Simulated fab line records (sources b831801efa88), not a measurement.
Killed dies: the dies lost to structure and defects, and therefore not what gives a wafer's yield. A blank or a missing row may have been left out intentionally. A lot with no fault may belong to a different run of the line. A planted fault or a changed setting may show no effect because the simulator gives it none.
The tool behind it: which one? / flow sky130 / 11 lots, 31 wafers sampled, at 6 steps of a route of 708

## WHAT THE GAUGES SHOWED, per wafer
SKY_VT_ADJUST_PCH_OVL_MEAS_07. Usual: for VT_ADJUST_PCH_OVL the level is 0.7 nm and the standard deviation is 1.3.
lot=L343; measured=day 10 10:08; on=overlay-01; VT_ADJUST_PCH_OVL (nm)=0.8 1.6 -2.4; flag=
lot=L344; measured=day 10 14:22; on=overlay-01; VT_ADJUST_PCH_OVL (nm)=1.0 1.0 1.3; flag=
lot=L346; measured=day 11 06:21; on=overlay-02; VT_ADJUST_PCH_OVL (nm)=0.2 0.5 2.0; flag=
lot=L353; measured=day 13 13:33; on=overlay-01; VT_ADJUST_PCH_OVL (nm)=2.4 0.3; flag=
lot=L357; measured=day 15 01:13; on=overlay-02; VT_ADJUST_PCH_OVL (nm)=1.0 1.7; flag=
lot=L358; measured=day 15 01:33; on=overlay-01; VT_ADJUST_PCH_OVL (nm)=0.8 -0.8 2.9; flag=
lot=L360; measured=day 15 22:21; on=overlay-01; VT_ADJUST_PCH_OVL (nm)=2.6 1.0 0.5; flag=
lot=L362; measured=day 16 14:29; on=overlay-01; VT_ADJUST_PCH_OVL (nm)=-1.5 -1.2 -0.6; flag=
lot=L364; measured=day 17 08:12; on=overlay-01; VT_ADJUST_PCH_OVL (nm)=-1.5 2.4 0.9; flag=
lot=L365; measured=day 17 15:49; on=overlay-02; VT_ADJUST_PCH_OVL (nm)=-1.1 1.5 -0.2; flag=
lot=L366; measured=day 18 05:35; on=overlay-01; VT_ADJUST_PCH_OVL (nm)=0.5 1.4 2.2; flag=

SKY_LDD_P_TW_MEAS_11. Usual: for LDD_P_TW the level is 640 and the standard deviation is 5.8.
lot=L343; measured=day 18 22:31; on=filmMetro-02; LDD_P_TW=634 635 632; flag=
lot=L344; measured=day 19 05:07; on=filmMetro-01; LDD_P_TW=643 641 643; flag=
lot=L346; measured=day 20 02:20; on=filmMetro-01; LDD_P_TW=649 647 646; flag=
lot=L353; measured=day 22 18:19; on=filmMetro-01; LDD_P_TW=640 642; flag=
lot=L357; measured=day 24 12:50; on=filmMetro-03; LDD_P_TW=644 646; flag=
lot=L358; measured=day 24 12:10; on=filmMetro-01; LDD_P_TW=645 646 648; flag=
lot=L360; measured=day 25 08:17; on=filmMetro-03; LDD_P_TW=647 643 644; flag=
lot=L362; measured=day 26 03:57; on=filmMetro-02; LDD_P_TW=636 638 638; flag=
lot=L364; measured=day 26 16:44; on=filmMetro-02; LDD_P_TW=634 633 632; flag=
lot=L365; measured=day 27 03:24; on=filmMetro-03; LDD_P_TW=639 645 644; flag=
lot=L366; measured=day 27 15:20; on=filmMetro-02; LDD_P_TW=627 629 632; flag=

SKY_LOCAL_INTERCONNECT_RS_MEAS_01: the measuring method here is four-point-probe. Usual: for LOCAL_INTERCONNECT_TIN_RS the level is 14.15 ohm/sq and the standard deviation is 0.13.
lot=L343; measured=day 29 05:02; on=filmMetro-01; LOCAL_INTERCONNECT_TIN_RS (ohm/sq)=14.12 14.16 14.24; flag=
lot=L344; measured=day 29 08:34; on=filmMetro-03; LOCAL_INTERCONNECT_TIN_RS (ohm/sq)=14.12 14.02 14.27; flag=
lot=L346; measured=day 30 04:45; on=filmMetro-03; LOCAL_INTERCONNECT_TIN_RS (ohm/sq)=13.89 14.04 13.99; flag=
lot=L353; measured=day 32 14:40; on=filmMetro-03; LOCAL_INTERCONNECT_TIN_RS (ohm/sq)=13.47 13.45 13.48 13.42; flag=OFF
lot=L357; measured=day 34 07:02; on=filmMetro-01; LOCAL_INTERCONNECT_TIN_RS (ohm/sq)=14.22 13.28 14.24 13.26; flag=OFF
lot=L358; measured=day 34 06:16; on=filmMetro-01; LOCAL_INTERCONNECT_TIN_RS (ohm/sq)=14.08 14.05 14.15; flag=
lot=L360; measured=day 34 23:11; on=filmMetro-04; LOCAL_INTERCONNECT_TIN_RS (ohm/sq)=14.09 13.95 14.04; flag=
lot=L362; measured=day 35 13:59; on=filmMetro-01; LOCAL_INTERCONNECT_TIN_RS (ohm/sq)=14.25 14.20 14.11; flag=
lot=L364; measured=day 36 04:39; on=filmMetro-01; LOCAL_INTERCONNECT_TIN_RS (ohm/sq)=14.10 14.00 14.07; flag=
lot=L365; measured=day 36 12:28; on=filmMetro-03; LOCAL_INTERCONNECT_TIN_RS (ohm/sq)=14.04 14.14 14.10; flag=
lot=L366; measured=day 36 23:23; on=filmMetro-03; LOCAL_INTERCONNECT_TIN_RS (ohm/sq)=14.25 14.19 14.18; flag=

SKY_LOCAL_INTERCONNECT_THK_MEAS_02: measures by xrf. Usual: for LOCAL_INTERCONNECT_TIN_THK the level is 101.3 nm and the standard deviation is 1.1.
lot=L343; measured=day 29 05:10; on=filmMetro-01; LOCAL_INTERCONNECT_TIN_THK (nm)=101.7 100.9 100.3; flag=
lot=L344; measured=day 29 08:40; on=filmMetro-03; LOCAL_INTERCONNECT_TIN_THK (nm)=102.5 102.6 101.1; flag=
lot=L346; measured=day 30 04:52; on=filmMetro-03; LOCAL_INTERCONNECT_TIN_THK (nm)=103.1 102.1 102.9; flag=
lot=L353; measured=day 32 19:20; on=filmMetro-03; LOCAL_INTERCONNECT_TIN_THK (nm)=106.2 106.1 106.1 106.7; flag=OFF
lot=L357; measured=day 34 13:23; on=filmMetro-01; LOCAL_INTERCONNECT_TIN_THK (nm)=101.3 107.8 101.4 107.5; flag=
lot=L358; measured=day 34 06:23; on=filmMetro-01; LOCAL_INTERCONNECT_TIN_THK (nm)=101.8 101.7 102.2; flag=
lot=L360; measured=day 34 23:19; on=filmMetro-04; LOCAL_INTERCONNECT_TIN_THK (nm)=102.2 102.6 102.6; flag=
lot=L362; measured=day 35 14:06; on=filmMetro-01; LOCAL_INTERCONNECT_TIN_THK (nm)=99.7 100.4 100.7; flag=
lot=L364; measured=day 36 04:44; on=filmMetro-01; LOCAL_INTERCONNECT_TIN_THK (nm)=100.8 101.5 101.3; flag=
lot=L365; measured=day 36 12:34; on=filmMetro-03; LOCAL_INTERCONNECT_TIN_THK (nm)=101.9 101.3 101.1; flag=
lot=L366; measured=day 36 23:31; on=filmMetro-03; LOCAL_INTERCONNECT_TIN_THK (nm)=100.6 101.5 101.3; flag=

SKY_LOCAL_INTERCONNECT_OVL_MEAS_12. Usual: for LOCAL_INTERCONNECT_OVL the level is 0 nm and the standard deviation is 5.2.
lot=L343; measured=day 30 10:00; on=overlay-02; LOCAL_INTERCONNECT_OVL (nm)=-4 -5 -1; flag=
lot=L344; measured=day 30 12:56; on=overlay-02; LOCAL_INTERCONNECT_OVL (nm)=-5 0 -6; flag=
lot=L346; measured=day 31 09:33; on=overlay-02; LOCAL_INTERCONNECT_OVL (nm)=2 -4 0; flag=
lot=L353; measured=day 33 17:34; on=overlay-02; LOCAL_INTERCONNECT_OVL (nm)=4 3; flag=
lot=L357; measured=day 35 09:31; on=overlay-02; LOCAL_INTERCONNECT_OVL (nm)=-4 -2; flag=
lot=L358; measured=day 35 08:31; on=overlay-02; LOCAL_INTERCONNECT_OVL (nm)=6 3 3; flag=
lot=L360; measured=day 36 01:25; on=overlay-02; LOCAL_INTERCONNECT_OVL (nm)=-3 6 -4; flag=
lot=L362; measured=day 36 15:49; on=overlay-01; LOCAL_INTERCONNECT_OVL (nm)=2 9 -4; flag=
lot=L364; measured=day 37 07:07; on=overlay-01; LOCAL_INTERCONNECT_OVL (nm)=-1 2 -2; flag=
lot=L365; measured=day 37 14:29; on=overlay-01; LOCAL_INTERCONNECT_OVL (nm)=-2 -1 -3; flag=
lot=L366; measured=day 38 01:31; on=overlay-01; LOCAL_INTERCONNECT_OVL (nm)=-1 7 -1; flag=

## WHAT TOOL EACH LOT RAN ON (gives the tool, then ch and the chambers of the sampled wafers, and finally the start)
lot=L343; SKY_LOCAL_INTERCONNECT_SPUTTER_00=pvdSputter-04, day 29 04:59
lot=L344; SKY_LOCAL_INTERCONNECT_SPUTTER_00=pvdSputter-02, day 29 08:27
lot=L346; SKY_LOCAL_INTERCONNECT_SPUTTER_00=pvdSputter-03, day 30 04:41
lot=L353; SKY_LOCAL_INTERCONNECT_SPUTTER_00=pvdSputter-04, day 32 14:32
lot=L357; SKY_LOCAL_INTERCONNECT_SPUTTER_00=pvdSputter-04, day 34 06:55
lot=L358; SKY_LOCAL_INTERCONNECT_SPUTTER_00=pvdSputter-03, day 34 06:12
lot=L360; SKY_LOCAL_INTERCONNECT_SPUTTER_00=pvdSputter-02, day 34 23:07
lot=L362; SKY_LOCAL_INTERCONNECT_SPUTTER_00=pvdSputter-03, day 35 13:55
lot=L364; SKY_LOCAL_INTERCONNECT_SPUTTER_00=pvdSputter-02, day 36 04:34
lot=L365; SKY_LOCAL_INTERCONNECT_SPUTTER_00=pvdSputter-04, day 36 12:22
lot=L366; SKY_LOCAL_INTERCONNECT_SPUTTER_00=pvdSputter-02, day 36 23:20
- SKY_LOCAL_INTERCONNECT_SPUTTER_00: material TiN, target thk 100 nm, time 83.3 s.

## AS READ BY THE TOOLS THEMSELVES (means over the sampled wafers that have a number; for cases with no such wafer, the mark the record gives instead)
SKY_LOCAL_INTERCONNECT_SPUTTER_00. Usual: substrateTempC 300.01 C, standard deviation 0.19; throttleValvePct 29.8 %, standard deviation 1.1.
lot=L343; tool=pvdSputter-04; substrateTempC (C)=299.95; throttleValvePct (%)=30.8; flag=
lot=L344; tool=pvdSputter-02; substrateTempC (C)=299.99; throttleValvePct (%)=29.5; flag=
lot=L346; tool=pvdSputter-03; substrateTempC (C)=299.94; throttleValvePct (%)=29.5; flag=
lot=L353; tool=pvdSputter-04; substrateTempC (C)=299.91; throttleValvePct (%)=30.7; flag=
lot=L357; tool=pvdSputter-04; substrateTempC (C)=299.91; throttleValvePct (%)=29.9; flag=
lot=L358; tool=pvdSputter-03; substrateTempC (C)=300.00; throttleValvePct (%)=29.6; flag=
lot=L360; tool=pvdSputter-02; substrateTempC (C)=299.89; throttleValvePct (%)=28.6; flag=
lot=L362; tool=pvdSputter-03; substrateTempC (C)=300.08; throttleValvePct (%)=29.9; flag=
lot=L364; tool=pvdSputter-02; substrateTempC (C)=300.11; throttleValvePct (%)=28.5; flag=
lot=L365; tool=pvdSputter-04; substrateTempC (C)=300.06; throttleValvePct (%)=30.9; flag=
lot=L366; tool=pvdSputter-02; substrateTempC (C)=300.02; throttleValvePct (%)=29.7; flag=

## THE ANSWER, worked out from the rows above alone
Rule: a lot counts as off when the mean over its wafers that have a number is more than 3 standard deviations away from the usual mean. A lot without any number at a reading at which 4 lots or more have one is off too. Any other lot the step has rows for is counted as sound. Order of review: gauges by route order, followed by the tools' own readings, for which a lot's mean as printed above is used. The first step at which some lot is off is used, and at that step the reading that is off furthest; a lot without a number counts as furthest.
Off: at SKY_LOCAL_INTERCONNECT_RS_MEAS_01 (LOCAL_INTERCONNECT_TIN_RS), L353, L357.
If a tool, at a process step before that reading, ran all the lots that are off and no sound lot after the first of them, it fits. The gauges at SKY_LOCAL_INTERCONNECT_RS_MEAS_01 are tried like those tools. Not one of the candidates tried fits.

## WHAT HAD BEEN PUT IN BY THE SIMULATOR
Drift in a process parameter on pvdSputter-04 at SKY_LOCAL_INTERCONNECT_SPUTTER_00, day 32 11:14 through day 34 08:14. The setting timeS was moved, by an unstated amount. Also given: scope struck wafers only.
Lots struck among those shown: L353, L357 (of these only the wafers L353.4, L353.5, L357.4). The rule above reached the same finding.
